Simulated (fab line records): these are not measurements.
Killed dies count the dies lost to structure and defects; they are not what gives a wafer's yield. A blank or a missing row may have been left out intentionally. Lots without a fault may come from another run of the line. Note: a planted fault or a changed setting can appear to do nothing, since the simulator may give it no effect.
fab line records	flow sky130
[record] lots = 5	wafers = 23
route steps=708 shown LDD_HVP@286 SD_P@329 RES_XHIGH@334 SD_N@345 LI_CONTACT@362
startH: start of the lot's first displayed wafer, in hours after the record's first day	waitH: how many hours have passed since the lot's step before this one	" unchanged from the row above	L1.1+2: a single row standing in for several wafers	- no value, or no start given	* or withheld: withheld	< > ~ a bound
route shown NAME@n: a module of which the file shows steps, and the number in the route of the first	usual: mean/standard deviation of fault-free wafers	same: alike in all rows	chamber/n: place in a boat	sites: per-site readings	_std_site: standard deviation across them	_edge_site: the outer-site mean with the inner-site mean subtracted	radiusMm: for every site, how far away it sits from the centre of the wafer	mask NAME#n: copy n	behind: the tool/chamber that last shaped the wafer	hold: cause of the lot's hold/its duration in hours/its outcome	device: the transistor (n, p or np) that didn't switch	end of line: the tests these same wafers got at the end of their route	for a step that has no rows: nothing shown but its recipe	killed: at the first sort, the dies lost to defects and structure; wafer yield is something else	map: a wafer's dies, marking killed ones x, the rest . and places with no die _
set.NAME: setting as actually run; set.NAME@STEP: the setting as run at that earlier step	model.NAME: the simulator's own value behind a step, which no gauge read
one table per step and one row per wafer, for lots whose settings were changed on purpose
[[steps]]
[step SKY_LDD_HVP_IMPLANT_08]
[recipe] species = B	energyKev = 20	doseCm2 = 1.7e+13	tiltDeg = 17.9
lot.wafer	tool	chamber	startH	waitH	set.energyKev	model.implant.rpNm	model.implant.drpNm
L077.2+3+4+5+6	implanter-03	0	524.66	0.0	20	62.98	28.53
L078.1+3+5	implanter-02	0	533.72	0.0	20	63.1	28.53
L078.2+4	"	0	"	"	21.07	66.44	29.76
L080.1+2+5	implanter-03	0	559.33	0.1	20	64.04	28.53
L080.4+6	"	0	"	"	18.93	60.65	27.45
L081.1+3+5	implanter-02	0	565.76	0.1	20.33	64.95	28.88
L081.2+6	"	0	"	"	20	63.91	28.53
L082.1+4+5	implanter-03	0	574.67	0.0	20	61.7	28.53
[step SKY_LDD_HVP_STRIP_09]
[recipe] chemistry = O2/N2	powerW = 1400	pressureMtorr = 1500	platenTempC = withheld	o2FlowSccm = 3000	n2FlowSccm = 300	overashFraction = 0.5
[usual] stripTimeToEndpointS = 4.144/0.012
lot.wafer	tool	chamber	startH	waitH	set.spinRpm@LDD_HVP_COAT_02	stripTimeToEndpointS
L077.2	plasmaAsher-03	0	524.79	0.1	2896	4.226
L077.3	"	1	"	"	2896	4.221
L077.4	"	0	"	"	3000	4.155
L077.5	"	0	"	"	3000	4.148
L077.6	"	1	"	"	2896	4.215
L078.1	plasmaAsher-03	1	533.87	0.1	2925	4.184
L078.2	"	0	"	"	2925	4.188
L078.3	"	1	"	"	2925	4.172
L078.4	"	0	"	"	3000	4.133
L078.5	"	0	"	"	3000	4.141
L080.1	plasmaAsher-03	0	559.48	0.1	2925	4.195
L080.2	"	1	"	"	3000	4.155
L080.4	"	0	"	"	2925	4.186
L080.5	"	1	"	"	3000	4.159
L080.6	"	0	"	"	3000	4.144
L081.1	plasmaAsher-04	0	565.91	0.1	3000	4.164
L081.2	"	1	"	"	3190	4.016
L081.3	"	0	"	"	3190	4.029
L081.5	"	1	"	"	3000	4.149
L081.6	"	0	"	"	3190	4.026
L082.1	plasmaAsher-03	1	574.82	0.1	3000	4.151
L082.4	"	0	"	"	3000	4.169
L082.5	"	1	"	"	3000	4.180
[step SKY_SD_P_IMPLANT_09]
[recipe] species = BF2	energyKev = 20	doseCm2 = 3e+15	tiltDeg = 0
lot.wafer	tool	chamber	startH	waitH	set.doseCm2
L077.2+3+6	implanter-01	0	615.12	0.0	3e+15
L077.4+5	"	0	"	"	3.11e+15
L078.1+3	implanter-03	0	624.53	0.0	3e+15
L078.2+4+5	"	0	"	"	3.147e+15
L080.1+2+4+5+6	implanter-04	0	648.43	0.0	3e+15
L081.1+5+6	implanter-01	0	673.17	0.0	2.785e+15
L081.2+3	"	0	"	"	3e+15
L082.1+4+5	implanter-01	0	673.88	0.0	3e+15
[step SKY_SD_P_STRIP_10]
[recipe] chemistry = O2/N2	powerW = 1400	pressureMtorr = 1500	platenTempC = withheld	o2FlowSccm = 3000	n2FlowSccm = 300	overashFraction = 0.5
[usual] stripTimeToEndpointS = 17.48/0.039
lot.wafer	tool	chamber	startH	waitH	set.doseCm2@SD_P_IMPLANT_09	stripTimeToEndpointS
L077.2	plasmaAsher-02	0	615.24	0.1	3e+15	17.45
L077.3	"	1	"	"	3e+15	17.51
L077.4	"	0	"	"	3.11e+15	17.57
L077.5	"	1	"	"	3.11e+15	17.57
L077.6	"	0	"	"	3e+15	17.50
L078.1	plasmaAsher-02	1	624.68	0.1	3e+15	17.41
L078.2	"	0	"	"	3.147e+15	17.51
L078.3	"	0	"	"	3e+15	17.46
L078.4	"	1	"	"	3.147e+15	17.54
L078.5	"	1	"	"	3.147e+15	17.54
L080.1	plasmaAsher-02	0	648.58	0.1	3e+15	17.53
L080.2	"	1	"	"	3e+15	17.52
L080.4	"	0	"	"	3e+15	17.49
L080.5	"	0	"	"	3e+15	17.47
L080.6	"	1	"	"	3e+15	17.51
L081.1	plasmaAsher-01	0	673.32	0.1	2.785e+15	17.37
L081.2	"	1	"	"	3e+15	17.53
L081.3	"	0	"	"	3e+15	17.52
L081.5	"	0	"	"	2.785e+15	17.36
L081.6	"	1	"	"	2.785e+15	17.39
L082.1	plasmaAsher-03	0	674.03	0.1	3e+15	17.51
L082.4	"	0	"	"	3e+15	17.47
L082.5	"	1	"	"	3e+15	17.51
[step SKY_RES_XHIGH_COAT_02]
[recipe] resist = NOVOLAK	spinRpm = 3000	resistThkNm = 1140
lot.wafer	tool	chamber	startH	waitH	set.spinRpm	model.NOVOLAK_of_RES_XHIGH_COAT_02.thkNm
L077.2	lithoTrack-04	0	629.26	0.1	3000	1140
L077.3	"	0	"	"	3094	1123
L077.4	"	0	"	"	3094	1124
L077.5	"	0	"	"	3000	1139
L077.6	"	0	"	"	3000	1142
L078.1	lithoTrack-01	0	640.37	0.1	3000	1135
L078.2	"	0	"	"	3000	1141
L078.3	"	0	"	"	3000	1139
L078.4	"	0	"	"	2868	1166
L078.5	"	0	"	"	2868	1162
L080.1	lithoTrack-02	0	662.90	0.1	3000	1142
L080.2+6	"	0	"	"	2856	1173
L080.4	"	0	"	"	3000	1143
L080.5	"	0	"	"	2856	1168
L081.1	lithoTrack-01	0	686.57	0.1	3000	1142
L081.2	"	0	"	"	3102	1124
L081.3	"	0	"	"	3102	1122
L081.5	"	0	"	"	3102	1123
L081.6	"	0	"	"	3000	1141
L082.1	lithoTrack-01	0	687.17	0.1	3000	1138
L082.4+5	"	0	"	"	3000	1136
[step SKY_RES_XHIGH_SOFTBAKE_03]
[recipe] tempC = 90	timeS = 60	resist = NOVOLAK
[step SKY_RES_XHIGH_EXPOSE_04]
[recipe] maskId = URPM	na = 0.6	sourceShape = conventional	sigmaOuter = 0.6	polarization = unpolarized	targetCdNm = 1270	doseMj = 140
[step SKY_RES_XHIGH_DEVELOP_06]
[recipe] resist = NOVOLAK	developer = TMAH	developTimeS = 60	devTempC = 23
[step SKY_RES_XHIGH_IMPLANT_07]
[recipe] species = BF2	energyKev = 20	doseCm2 = 3.6e+14	tiltDeg = 0
[step SKY_RES_XHIGH_STRIP_08]
[recipe] chemistry = O2/N2	powerW = 1400	pressureMtorr = 1500	platenTempC = withheld	o2FlowSccm = 3000	n2FlowSccm = 300	overashFraction = 0.5
[usual] stripTimeToEndpointS = 14.28/0.035
lot.wafer	tool	chamber	startH	waitH	set.spinRpm@RES_XHIGH_COAT_02	stripTimeToEndpointS
L077.2	plasmaAsher-01	1	644.45	0.1	3000	14.28
L077.3	"	1	"	"	3094	14.07
L077.4	"	0	"	"	3094	14.07
L077.5	"	0	"	"	3000	14.25
L077.6	"	1	"	"	3000	14.28
L078.1	plasmaAsher-03	0	653.79	0.1	3000	14.22
L078.2	"	1	"	"	3000	14.29
L078.3	"	0	"	"	3000	14.27
L078.4	"	1	"	"	2868	14.56
L078.5	"	1	"	"	2868	14.48
L080.1	plasmaAsher-03	0	677.37	0.1	3000	14.29
L080.2	"	1	"	"	2856	14.63
L080.4	"	1	"	"	3000	14.30
L080.5	"	0	"	"	2856	14.57
L080.6	"	1	"	"	2856	14.63
L081.1	plasmaAsher-04	0	701.95	0.1	3000	14.30
L081.2	"	1	"	"	3102	14.06
L081.3	"	0	"	"	3102	14.06
L081.5	"	1	"	"	3102	14.06
L081.6	"	0	"	"	3000	14.28
L082.1	plasmaAsher-04	0	702.52	0.1	3000	14.24
L082.4	"	1	"	"	3000	14.22
L082.5	"	1	"	"	3000	14.22
[step SKY_SD_N_SOFTBAKE_03]
[recipe] tempC = 90	timeS = 60	resist = NOVOLAK
lot.wafer	tool	chamber	startH	waitH	set.tempC
L077.2+3+4+5+6	lithoTrack-02	0	657.78	0.1	90
L078.1+2+3+4+5	lithoTrack-04	0	668.54	0.1	90
L080.1+5	lithoTrack-04	0	691.34	0.1	86.71
L080.2+4+6	"	0	"	"	90
L081.1+3+5	lithoTrack-03	0	715.37	0.1	87.74
L081.2+6	"	0	"	"	90
L082.1+4+5	lithoTrack-03	0	715.97	0.1	90
[step SKY_SD_N_DEVELOP_06]
[recipe] resist = NOVOLAK	developer = TMAH	developTimeS = 60	devTempC = 23
lot.wafer	tool	chamber	startH	waitH	set.devTempC	set.tempC@SD_N_SOFTBAKE_03	model.NOVOLAK_of_SD_N_COAT_02.thkNm
L077.2+4	lithoTrack-03	0	672.65	0.1	23	90	1144
L077.3	"	0	"	"	25.94	90	1141
L077.5	"	0	"	"	25.94	90	1142
L077.6	"	0	"	"	23	90	1140
L078.1	lithoTrack-03	0	682.37	0.1	23	90	1135
L078.2	"	0	"	"	23	90	1130
L078.3+5	"	0	"	"	23	90	1134
L078.4	"	0	"	"	23	90	1133
L080.1	lithoTrack-04	0	705.29	0.1	23	86.71	1149
L080.2	"	0	"	"	23	90	1138
L080.4	"	0	"	"	24.72	90	1138
L080.5	"	0	"	"	23	86.71	1148
L080.6	"	0	"	"	24.72	90	1136
L081.1	lithoTrack-02	0	729.45	0.1	23	87.74	1146
L081.2	"	0	"	"	23	90	1135
L081.3	"	0	"	"	23	87.74	1145
L081.5	"	0	"	"	23	87.74	1151
L081.6	"	0	"	"	23	90	1137
L082.1+5	lithoTrack-03	0	730.57	0.1	23	90	1134
L082.4	"	0	"	"	23	90	1138
[step SKY_SD_N_CD_MEAS_07]
[recipe] targetCdNm = 380
[usual] cdNm = 380.3/2.4
lot.wafer	tool	chamber	startH	waitH	set.devTempC@SD_N_DEVELOP_06	cdNm
L077.2	cdSem-02	-	672.79	0.1	23	378.2
L077.3	"	-	"	"	25.94	371.1
L077.4	"	-	"	"	23	378.7
L077.5	"	-	"	"	25.94	369.8
L077.6	"	-	"	"	23	380.8
L078.1	cdSem-01	-	682.52	0.1	23	380.9
L078.2	"	-	"	"	23	381.6
L078.3	"	-	"	"	23	380.4
L078.4	"	-	"	"	23	380.1
L078.5	"	-	"	"	23	379.3
L080.1	cdSem-01	-	705.44	0.1	23	374.9
L080.2	"	-	"	"	23	379.0
L080.4	"	-	"	"	24.72	374.6
L080.5	"	-	"	"	23	377.6
L080.6	"	-	"	"	24.72	373.7
L081.1	cdSem-01	-	729.60	0.1	23	385.2
L081.2	"	-	"	"	23	383.6
L081.3	"	-	"	"	23	383.5
L081.5	"	-	"	"	23	383.2
L081.6	"	-	"	"	23	383.5
L082.1	cdSem-01	-	730.72	0.1	23	381.7
L082.4	"	-	"	"	23	382.5
L082.5	"	-	"	"	23	380.7
[step SKY_SD_N_IMPLANT_09]
[recipe] species = As	energyKev = 50	doseCm2 = 4e+15	tiltDeg = 0
[step SKY_SD_N_IMPLANT_10]
[recipe] species = P	energyKev = 20	doseCm2 = 1e+14	tiltDeg = 0
[step SKY_SD_N_STRIP_11]
[recipe] chemistry = O2/N2	powerW = 1400	pressureMtorr = 1500	platenTempC = withheld	o2FlowSccm = 3000	n2FlowSccm = 300	overashFraction = 0.5
[usual] stripTimeToEndpointS = 22.53/0.042
lot.wafer	tool	chamber	startH	waitH	set.tempC@SD_N_SOFTBAKE_03	stripTimeToEndpointS
L077.2	plasmaAsher-02	0	673.23	0.1	90	22.58
L077.3	"	1	"	"	90	22.56
L077.4	"	0	"	"	90	22.60
L077.5	"	0	"	"	90	22.58
L077.6	"	1	"	"	90	22.54
L078.1	plasmaAsher-04	0	682.98	0.1	90	22.47
L078.2	"	1	"	"	90	22.45
L078.3	"	0	"	"	90	22.48
L078.4	"	1	"	"	90	22.49
L078.5	"	1	"	"	90	22.50
L080.1	plasmaAsher-04	0	705.89	0.1	86.71	22.63
L080.2	"	1	"	"	90	22.51
L080.4	"	0	"	"	90	22.51
L080.5	"	1	"	"	86.71	22.63
L080.6	"	0	"	"	90	22.48
L081.1	plasmaAsher-02	0	730.06	0.1	87.74	22.62
L081.2	"	1	"	"	90	22.49
L081.3	"	1	"	"	87.74	22.60
L081.5	"	1	"	"	87.74	22.64
L081.6	"	0	"	"	90	22.54
L082.1	plasmaAsher-02	1	731.18	0.1	90	22.50
L082.4	"	0	"	"	90	22.55
L082.5	"	1	"	"	90	22.49
[step SKY_LI_CONTACT_HDPCVD_00]
[recipe] material = PSG	targetThkNm = 930	sigmaOpenFrac = 0.3	timeS = 155	tempC = 600	sih4FlowSccm = 60	pressureMtorr = 6
lot.wafer	tool	chamber	startH	waitH	set.sih4FlowSccm	model.PSG_of_LI_CONTACT_HDPCVD_00.thkNm
L077.2	hdpcvd-01	2	673.99	0.0	60	946.7
L077.3	"	1	"	"	60	952
L077.4	"	2	"	"	63.32	984.9
L077.5	"	1	"	"	60	927.6
L077.6	"	0	"	"	63.32	999.6
L078.1	hdpcvd-02	2	683.74	0.0	53.21	814.4
L078.2	"	1	"	"	60	914.8
L078.3	"	0	"	"	60	929.1
L078.4	"	0	"	"	53.21	815.7
L078.5	"	1	"	"	53.21	816.9
L080.1	hdpcvd-01	2	706.71	0.0	60	932.1
L080.2	"	1	"	"	66.65	1028
L080.4	"	2	"	"	66.65	1027
L080.5	"	0	"	"	66.65	1033
L080.6	"	1	"	"	60	923.6
L081.1	hdpcvd-01	2	730.83	0.0	60	934.3
L081.2	"	0	"	"	60	931
L081.3	"	1	"	"	60	935.9
L081.5	"	2	"	"	60	927
L081.6	"	1	"	"	60	916.3
L082.1	hdpcvd-01	1	731.94	0.0	60	931.2
L082.4	"	2	"	"	60	936.1
L082.5	"	0	"	"	60	931.3
[step SKY_LI_CONTACT_THK_MEAS_01]
[recipe] reads = PSG_of_LI_CONTACT_HDPCVD_00
[usual] LI_CONTACT_HDPCVD_THK = 930/9.6
lot.wafer	tool	chamber	startH	waitH	set.sih4FlowSccm@LI_CONTACT_HDPCVD_00	LI_CONTACT_HDPCVD_THK[nm]
L077.2	filmMetro-02	-	674.10	0.1	60	947
L077.3	"	-	"	"	60	952
L077.4	"	-	"	"	63.32	985
L077.5	"	-	"	"	60	927
L077.6	"	-	"	"	63.32	1000
L078.1	filmMetro-02	-	683.84	0.1	53.21	814
L078.2	"	-	"	"	60	914
L078.3	"	-	"	"	60	929
L078.4	"	-	"	"	53.21	816
L078.5	"	-	"	"	53.21	817
L080.1	filmMetro-01	-	706.81	0.1	60	932
L080.2	"	-	"	"	66.65	1027
L080.4	"	-	"	"	66.65	1026
L080.5	"	-	"	"	66.65	1032
L080.6	"	-	"	"	60	923
L081.1	filmMetro-02	-	730.93	0.1	60	934
L081.2	"	-	"	"	60	931
L081.3	"	-	"	"	60	936
L081.5	"	-	"	"	60	927
L081.6	"	-	"	"	60	916
L082.1	filmMetro-03	-	732.04	0.1	60	931
L082.4	"	-	"	"	60	936
L082.5	"	-	"	"	60	931
[step SKY_LI_CONTACT_COAT_07]
[recipe] resist = KrF-thick	spinRpm = 3000	resistThkNm = 450
lot.wafer	tool	chamber	startH	waitH	set.spinRpm	model.KrF-thick_of_LI_CONTACT_COAT_07.thkNm
L077.2	lithoTrack-01	0	-	-	3000	451
L077.3	"	0	"	"	2842	465.2
L077.4	"	0	"	"	3000	452.4
L077.5	"	0	"	"	3000	451.9
L077.6	"	0	"	"	2842	464.7
L078.1	lithoTrack-02	0	-	-	2849	461.3
L078.2	"	0	"	"	3000	451.4
L078.3	"	0	"	"	2849	462.3
L078.4	"	0	"	"	2849	461.6
L078.5	"	0	"	"	3000	450.6
L080.1	lithoTrack-03	0	-	-	3000	451.2
L080.2+4	"	0	"	"	3000	451.3
L080.5	"	0	"	"	3000	450.2
L080.6	"	0	"	"	3000	451.6
L081.1	lithoTrack-02	0	-	-	3000	448.5
L081.2	"	0	"	"	3000	448.8
L081.3	"	0	"	"	3000	448.2
L081.5	"	0	"	"	3000	448.6
L081.6	"	0	"	"	3000	448.9
L082.1+4+5	lithoTrack-03	0	-	-	3000	449.6
[step SKY_LI_CONTACT_SOFTBAKE_08]
[recipe] tempC = 100	timeS = 90	resist = KrF-thick
[step SKY_LI_CONTACT_EXPOSE_09]
[recipe] maskId = LICM1	na = 0.8	sourceShape = annular	sigmaInner = 0.55	sigmaOuter = 0.85	targetCdNm = 170	doseMj = 38
[step SKY_LI_CONTACT_ETCH_14]
[recipe] chemistry = N2/H2	target = BARC	ionEnergyEv = 200	sourceW = 500	biasW = 100	pressureMtorr = 30	n2FlowSccm = 100	h2FlowSccm = 200	stopOn = SiO2	timeS = 45.9	targetDepthA = 600
[step SKY_LI_CONTACT_ETCH_15]
[recipe] target = PSG	chemistry = C4F8/O2/Ar	stopOn = Si	taperDeg = 4.15	maskMaterial = KrF-thick	sourceW = 1500	biasW = 1200	pressureMtorr = 40	c4f8FlowSccm = withheld	O2_flow_sccm = 6	Ar_flow_sccm = 300	timeS = withheld	targetDepthA = 6000
lot.wafer	tool	chamber	startH	waitH	set.spinRpm@LI_CONTACT_COAT_07	model.KrF-thick_of_LI_CONTACT_COAT_07.thkNm
L077.2	rieDiel-02	2	702.77	0.0	3000	227.9
L077.3	"	3	"	"	2842	243.2
L077.4	"	1	"	"	3000	231.7
L077.5	"	2	"	"	3000	230.6
L077.6	"	1	"	"	2842	245.4
L078.1	rieDiel-02	2	713.02	0.0	2849	240
L078.2	"	0	"	"	3000	232
L078.3	"	3	"	"	2849	242.8
L078.4	"	1	"	"	2849	244.5
L078.5	"	3	"	"	3000	232.2
L080.1	rieDiel-04	2	735.62	0.0	3000	232.8
L080.2	"	1	"	"	3000	227.8
L080.4	"	3	"	"	3000	231.2
L080.5	"	2	"	"	3000	233
L080.6	"	1	"	"	3000	228.9
L081.1	rieDiel-03	1	758.95	0.0	3000	228.6
L081.2	"	0	"	"	3000	226.6
L081.3	"	3	"	"	3000	226.5
L081.5	"	0	"	"	3000	227.7
L081.6	"	3	"	"	3000	226.3
L082.1	rieDiel-03	0	759.74	0.0	3000	227.5
L082.4	"	1	"	"	3000	228.9
L082.5	"	0	"	"	3000	227.4
[step SKY_LI_CONTACT_STRIP_16]
[recipe] chemistry = O2/N2	powerW = 1400	pressureMtorr = 1500	platenTempC = withheld	o2FlowSccm = 3000	n2FlowSccm = 300	overashFraction = 0.5
[usual] stripTimeToEndpointS = 3.484/0.028
lot.wafer	tool	chamber	startH	waitH	set.spinRpm@LI_CONTACT_COAT_07	stripTimeToEndpointS
L077.2	plasmaAsher-02	1	702.85	-	3000	3.441
L077.3	"	1	"	"	2842	3.617
L077.4	"	0	"	"	3000	3.512
L077.5	"	1	"	"	3000	3.506
L077.6	"	0	"	"	2842	3.640
L078.1	plasmaAsher-02	0	713.10	-	2849	3.584
L078.2	"	1	"	"	3000	3.515
L078.3	"	0	"	"	2849	3.637
L078.4	"	1	"	"	2849	3.645
L078.5	"	0	"	"	3000	3.505
L080.1	plasmaAsher-04	1	735.70	-	3000	3.496
L080.2	"	0	"	"	3000	3.451
L080.4	"	0	"	"	3000	3.485
L080.5	"	0	"	"	3000	3.498
L080.6	"	1	"	"	3000	3.456
L081.1	plasmaAsher-02	0	759.03	-	3000	3.460
L081.2	"	1	"	"	3000	3.445
L081.3	"	1	"	"	3000	3.436
L081.5	"	1	"	"	3000	3.449
L081.6	"	0	"	"	3000	3.451
L082.1	plasmaAsher-02	1	759.87	-	3000	3.463
L082.4	"	0	"	"	3000	3.467
L082.5	"	1	"	"	3000	3.449
[[key]]
[split] step = SKY_LDD_HVP_IMPLANT_08	setting = energyKev	stated = 20	by = wafer
[response] step = SKY_LDD_HVP_IMPLANT_08	reading = model.implant.rpNm	change = +0.629	per = 1%	r = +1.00
[response] step = SKY_LDD_HVP_IMPLANT_08	reading = model.implant.drpNm	change = +0.216	per = 1%	r = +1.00
[split] step = SKY_SD_P_IMPLANT_09	setting = doseCm2	stated = 3e+15	by = wafer
[response] step = SKY_SD_P_STRIP_10	reading = stripTimeToEndpointS	change = *	per = 1%	r = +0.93
[split] step = SKY_RES_XHIGH_COAT_02	setting = spinRpm	stated = 3000	by = wafer
[response] step = SKY_RES_XHIGH_COAT_02	reading = model.NOVOLAK_of_RES_XHIGH_COAT_02.thkNm	change = -5.82	per = 1%	r = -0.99
[response] step = SKY_RES_XHIGH_STRIP_08	reading = stripTimeToEndpointS	change = *	per = 1%	r = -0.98
[split] step = SKY_SD_N_SOFTBAKE_03	setting = tempC	stated = 90	by = wafer
[response] step = SKY_SD_N_DEVELOP_06	reading = model.NOVOLAK_of_SD_N_COAT_02.thkNm	change = -3.54	per = 1%	r = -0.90
[response] step = SKY_SD_N_STRIP_11	reading = stripTimeToEndpointS	change = *	per = 1%	r = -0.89
[split] step = SKY_SD_N_DEVELOP_06	setting = devTempC	stated = 23	by = wafer
[response] step = SKY_SD_N_CD_MEAS_07	reading = cdNm	change = -0.613	per = 1%	r = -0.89
[split] step = SKY_LI_CONTACT_HDPCVD_00	setting = sih4FlowSccm	stated = 60	by = wafer
[response] step = SKY_LI_CONTACT_HDPCVD_00	reading = model.PSG_of_LI_CONTACT_HDPCVD_00.thkNm	change = +9.24	per = 1%	r = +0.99
[response] step = SKY_LI_CONTACT_THK_MEAS_01	reading = LI_CONTACT_HDPCVD_THK	change = +9.23	per = 1%	r = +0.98
[split] step = SKY_LI_CONTACT_COAT_07	setting = spinRpm	stated = 3000	by = wafer
[response] step = SKY_LI_CONTACT_COAT_07	reading = model.KrF-thick_of_LI_CONTACT_COAT_07.thkNm	change = -2.33	per = 1%	r = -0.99
[response] step = SKY_LI_CONTACT_ETCH_15	reading = model.KrF-thick_of_LI_CONTACT_COAT_07.thkNm	change = -2.39	per = 1%	r = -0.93
[response] step = SKY_LI_CONTACT_STRIP_16	reading = stripTimeToEndpointS	change = *	per = 1%	r = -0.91
split outsideThisFile step=SKY_LDD_HVP_COAT_02 setting=spinRpm
// split outsideThisFile: this setting was split too, and the file shows its column; the key of that split is in another file
